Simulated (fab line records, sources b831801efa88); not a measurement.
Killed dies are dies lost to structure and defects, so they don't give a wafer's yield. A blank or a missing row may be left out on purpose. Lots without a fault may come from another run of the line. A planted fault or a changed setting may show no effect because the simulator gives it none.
Chamber matching | flow sky130 | SKY_VIA4_CMP_02 on cmp-01: 4 sister chambers
The step polishes SiO2. 4 wafers are shown with their chamber, then 8 later ones without.

WAFERS WITH THEIR CHAMBER
wafer  | chamber | motor_current_A (A)
L362.2 | 0       | 12.4
L362.3 | 3       | 12.1
L362.5 | 2       | 12.0
L363.1 | 1       | 10.8

WAFERS WITHOUT THEIR CHAMBER
wafer  | motor_current_A (A)
L363.4 | 13.1
L363.5 | 12.4
L364.2 | 12.7
L364.4 | 10.7
L364.5 | 12.0
L365.1 | 12.1
L365.2 | 12.6
L365.3 | 12.5

WHICH CHAMBER EACH WENT THROUGH
wafer  | from the rows above          | in truth
L363.4 | can't be placed: 0 or 3 or 2 | 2
L363.5 | can't be placed: 0 or 3 or 2 | 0
L364.2 | can't be placed: 0 or 3 or 2 | 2
L364.4 | 1                            | 1
L364.5 | can't be placed: 2 or 3 or 0 | 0
L365.1 | can't be placed: 3 or 2 or 0 | 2
L365.2 | can't be placed: 0 or 3 or 2 | 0
L365.3 | can't be placed: 0 or 3 or 2 | 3
Placed correctly: 1 of 8. Can't be placed from these rows: 7 (the true chamber is among the candidates in 7). Placed wrongly: 0.
How it was worked out, from the rows above alone: a wafer's distance from a chamber is the root of the sum, over the readings, of the square of ((its reading less the chamber's mean) divided by the reading's scatter). The wafer belongs to the nearest chamber; if the next one is less than 2 further off, it can't be placed. A chamber's mean is the mean of its shown wafers. The scatter: with one shown wafer a chamber, the root of the mean of the squares of how far each hidden wafer lies from its nearest shown one.
